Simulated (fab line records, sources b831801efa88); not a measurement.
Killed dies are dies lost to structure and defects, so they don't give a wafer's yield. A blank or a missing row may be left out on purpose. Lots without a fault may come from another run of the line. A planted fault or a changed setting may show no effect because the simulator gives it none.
A struck lot beside a sound one | flow sky130 | 29 steps out of a route of 708
Sound: wafers L538.1, L538.3, L538.6. Struck: wafers L530.1, L530.2, L530.5. The cause comes at the end.
At each step with rows: each side's tool, then ch and its chambers, then its first start. Under that, the readings that differ: sound wafers | struck wafers | difference of the means | sigmas: that difference in standard deviations of wafers without a fault.
alike: readings whose means differ by less than 2 such deviations, and words and numbers that are the same on both sides. not compared: withheld readings, readings that some wafer has no value for, bounds like >300 that may hide the same value, and numbers for which the record gives no deviation and whose values overlap.
The two part at a step that has a row with sigmas, a row that says differs or no value, or rows on one side only. Numbers that don't overlap but have no deviation are shown without sigmas and don't part them. A reading that every wafer of one side lacks parts them only if that side has two wafers or more.

first, 6 steps without rows for these wafers: SKY_SD_N_IMPLANT_09; SKY_SD_N_IMPLANT_10; SKY_SD_N_STRIP_11 (strips in O2/N2); SKY_SD_N_CLEAN_13 (cleans in SC1/SC2, time 150 s); SKY_SD_N_RTA_14 (time 2 s); SKY_SALICIDE_CLEAN_00 (cleans in HF-last, time 30 s).
SKY_LI_CONTACT_HDPCVD_00: deposits PSG, target thk 930 nm, time 150.6 s.
  sound on hdpcvd-02 ch 0,1, day 34 19:46; struck on hdpcvd-01 ch 0,1,2, day 32 15:41
  alike: pressure_mtorr
then, 21 steps without rows for these wafers: SKY_LI_CONTACT_CMP_02 (polishes PSG); SKY_LI_CONTACT_DEHYDRATE_04 (time 60 s); SKY_LI_CONTACT_HMDS_05 (prime time 60 s); SKY_LI_CONTACT_COAT_06 (resist thk 60 nm); SKY_LI_CONTACT_COAT_07 (resist thk 450 nm); SKY_LI_CONTACT_SOFTBAKE_08 (time 90 s); SKY_LI_CONTACT_EXPOSE_09 (exposes mask LICM1, target cd 170 nm); SKY_LI_CONTACT_PEB_10; SKY_LI_CONTACT_DEVELOP_11 (develop time 60 s); SKY_LI_CONTACT_ETCH_14 (etches BARC in N2/H2, stops on SiO2, time 45.9 s, target depth 60 nm); SKY_LI_CONTACT_ETCH_15 (etches PSG in C4F8/O2/Ar, stops on Si, target depth 600 nm); SKY_LI_CONTACT_STRIP_16 (strips in O2/N2); SKY_LI_CONTACT_CLEAN_17 (cleans in NMP, time 600 s); SKY_LI_CONTACT_PRE_CLEAN_18 (time 5.6 s); SKY_LI_CONTACT_SPUTTER_19 (material Ti, target thk 20 nm, time 106.37 s); SKY_LI_CONTACT_SPUTTER_20 (material TiN, target thk 20 nm, time 80 s); SKY_LI_CONTACT_CVD_21 (deposits W, target thk 400 nm, time 120.56 s); SKY_LI_CONTACT_CMP_24 (polishes, stops on PSG, t overpolish 20 s, target thk 0 nm); SKY_LOCAL_INTERCONNECT_SPUTTER_00 (material TiN, target thk 100 nm, time 83.3 s); SKY_LOCAL_INTERCONNECT_DEHYDRATE_03 (time 60 s); SKY_LOCAL_INTERCONNECT_HMDS_04 (prime time 60 s).
-- the record jumps here: 17 days lie between the struck wafers' starts before and after (it left off in module LOCAL_INTERCONNECT and takes up again in module PAD_OPEN, whose first step shown is number 708 of the route) --
SKY_PAD_OPEN_PROBE_99:
  sound on prober-01, day 50 12:30; struck on prober-01, day 49 05:23
  reading            | sound    | struck                                                                     | difference                   | sigmas
  hold               | - - -    | await_dispo/2.3h/release await_dispo/2.3h/release await_dispo/2.3h/release | no value on the sound wafers |
  killed_at_contacts | 20 37 24 | 75 42 84                                                                   | +40                          | +7
  killed_dies        | 89 90 78 | 135 91 146                                                                 | +38                          | +4
  alike: killed_at_M0_to_M3, killed_at_M4_up, killed_at_front_end, killed_at_other, killed_open, killed_short

WHERE THEY PART
Only at SKY_PAD_OPEN_PROBE_99, within this record.

WHY: what the simulator had put in
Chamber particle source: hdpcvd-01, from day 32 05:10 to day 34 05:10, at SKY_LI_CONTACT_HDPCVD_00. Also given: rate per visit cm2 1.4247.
